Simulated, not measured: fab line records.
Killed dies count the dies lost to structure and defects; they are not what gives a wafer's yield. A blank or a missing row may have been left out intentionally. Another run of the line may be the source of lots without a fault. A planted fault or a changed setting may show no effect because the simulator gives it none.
Split-lot experiment | flow gf180mcu | 23 wafers read from 5 lots, route of 602 steps

THE SPLIT
At GF_CONTACT_COAT_09 (resist thk 1000 nm), the setting resist thk nm was moved away from the recipe's 1000 nm on 7 of the 23 wafers read, by -3.8% to +1.9%. For the rest of the wafers, this setting stayed at what the recipe calls for.

The split's own step is where the reading is taken.

THE READING
KrF_of_CONTACT_COAT_09.thk nm (the simulator's own value, which no gauge read), in nm, at GF_CONTACT_COAT_09 (resist thk 1000 nm). The file does not state a usual value for it. Across the 16 wafers here that went through the recipe, the average is 1001.6 nm and the standard deviation 3.2 nm.

wafer  | tool, chamber at the split | resist thk nm as run, nm | against the recipe | KrF_of_CONTACT_COAT_09.thk nm, nm | against lot-mates on the recipe
L074.1 | litho track-04, 0          | 1000                     | recipe             | 1002                              | -
L074.2 | litho track-04, 0          | 1000                     | recipe             | 1001                              | -
L074.3 | litho track-04, 0          | 962.3                    | -3.8%              | 962.1                             | -39.4
L074.4 | litho track-04, 0          | 962.3                    | -3.8%              | 962.7                             | -38.8
L074.6 | litho track-04, 0          | 962.3                    | -3.8%              | 964.1                             | -37.4
L075.1 | litho track-04, 0          | 1000                     | recipe             | 997.2                             | -
L075.2 | litho track-04, 0          | 1000                     | recipe             | 1001                              | -
L075.5 | litho track-04, 0          | 1000                     | recipe             | 1001                              | -
L075.3 | litho track-04, 0          | 1000                     | recipe             | 1002                              | -
L075.6 | litho track-04, 0          | 1000                     | recipe             | 1003                              | -
L077.1 | litho track-04, 0          | 1000                     | recipe             | 1007                              | -
L077.2 | litho track-04, 0          | 1000                     | recipe             | 1006                              | -
L077.4 | litho track-04, 0          | 1000                     | recipe             | 1005                              | -
L077.5 | litho track-04, 0          | 1019                     | +1.9%              | 1025                              | +19.0
L077.6 | litho track-04, 0          | 1019                     | +1.9%              | 1025                              | +19.0
L080.1 | litho track-04, 0          | 1000                     | recipe             | 994.6                             | -
L080.3 | litho track-04, 0          | 1000                     | recipe             | 997.4                             | -
L080.5 | litho track-04, 0          | 1000                     | recipe             | 999.5                             | -
L081.1 | litho track-01, 0          | 968.2                    | -3.2%              | 971.6                             | -31.4
L081.2 | litho track-01, 0          | 1000                     | recipe             | 1003                              | -
L081.4 | litho track-01, 0          | 1000                     | recipe             | 1003                              | -
L081.6 | litho track-01, 0          | 1000                     | recipe             | 1003                              | -
L081.3 | litho track-01, 0          | 968.2                    | -3.2%              | 969.4                             | -33.6

FIT RESULTS
A straight line over all 23 wafers: KrF_of_CONTACT_COAT_09.thk nm changes by +10.4 nm for each +1% of resist thk nm; r = +0.99; the points scatter about the line by 3 nm.
The same after taking each lot's own level away (the mean of its wafers on the recipe; 23 wafers): +10.2 nm for each +1%; r = +1.00; scatter 1.4 nm.
On that fit, the largest move of resist thk nm shifts the reading by 38 nm.
From 997.17 to 1006.00 nm: that is the span of the lots' own levels, equal to 2.8 times the standard deviation above.
The two slopes are in agreement: the lot-to-lot level therefore moves the slope only a little.
Check: with one of the wafers moved furthest among these (-3.8%) left out of the fit, the line predicts -38.2 nm for it against its lot-mates. It came out at -39.4 nm against them.

FILE'S OWN FIT
KrF_of_CONTACT_COAT_09.thk nm changes by +10.2 nm for each +1% of resist thk nm, r = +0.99.
